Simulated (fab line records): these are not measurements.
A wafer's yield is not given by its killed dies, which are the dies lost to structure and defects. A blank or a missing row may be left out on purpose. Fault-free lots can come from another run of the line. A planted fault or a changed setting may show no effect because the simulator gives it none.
Matching of chambers + flow gf180mcu + GF_V1_CMP_26 on cmp-01: 4 sister chambers
The step polishes, stops on SiO2, t overpolish 15 s, target thk 0 nm. 4 wafers are shown with their chamber, then 12 later ones without.

EACH WAFER AND ITS CHAMBER
| wafer  | chamber | motor current A (A) |
|--------|---------|---------------------|
| L084.3 | 0       | 9.9                 |
| L086.1 | 1       | 10.4                |
| L086.3 | 3       | 13.1                |
| L086.5 | 2       | 9.8                 |

WAFERS WHOSE CHAMBER IS MISSING
| wafer  | motor current A (A) |
|--------|---------------------|
| L087.2 | 9.9                 |
| L087.3 | 10.3                |
| L087.5 | 10.1                |
| L088.2 | 14.1                |
| L088.3 | 9.9                 |
| L088.5 | 9.6                 |
| L095.2 | 10.0                |
| L095.3 | 9.3                 |
| L095.6 | 9.7                 |
| L097.2 | 10.5                |
| L097.4 | 13.1                |
| L097.5 | 9.8                 |

CHAMBER TAKEN BY EACH
| wafer  | from the rows above          | in truth |
|--------|------------------------------|----------|
| L087.2 | can't be placed: 0 or 2 or 1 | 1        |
| L087.3 | can't be placed: 1 or 0 or 2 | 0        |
| L087.5 | can't be placed: 0 or 2 or 1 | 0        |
| L088.2 | 3                            | 3        |
| L088.3 | can't be placed: 0 or 2 or 1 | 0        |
| L088.5 | can't be placed: 2 or 0 or 1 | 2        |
| L095.2 | can't be placed: 0 or 2 or 1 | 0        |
| L095.3 | can't be placed: 2 or 0 or 1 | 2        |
| L095.6 | can't be placed: 2 or 0 or 1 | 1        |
| L097.2 | can't be placed: 1 or 0 or 2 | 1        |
| L097.4 | 3                            | 3        |
| L097.5 | can't be placed: 2 or 0 or 1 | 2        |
2 of 12 placed correctly. From these rows, 10 cannot be placed; in 10 the true chamber is one of the candidates. Number placed wrongly: 0.
How it was worked out, from the rows above alone: a wafer's distance from a chamber is the root of the sum, over the readings, of the square of ((its reading less the chamber's mean) divided by the reading's scatter). If the next closest chamber is less than 2 further off than the closest, the wafer can't be placed; otherwise it belongs to the closest. A chamber's mean is the mean of its shown wafers. The scatter: with one shown wafer a chamber, the root of the mean of the squares of how far each hidden wafer lies from its nearest shown one.
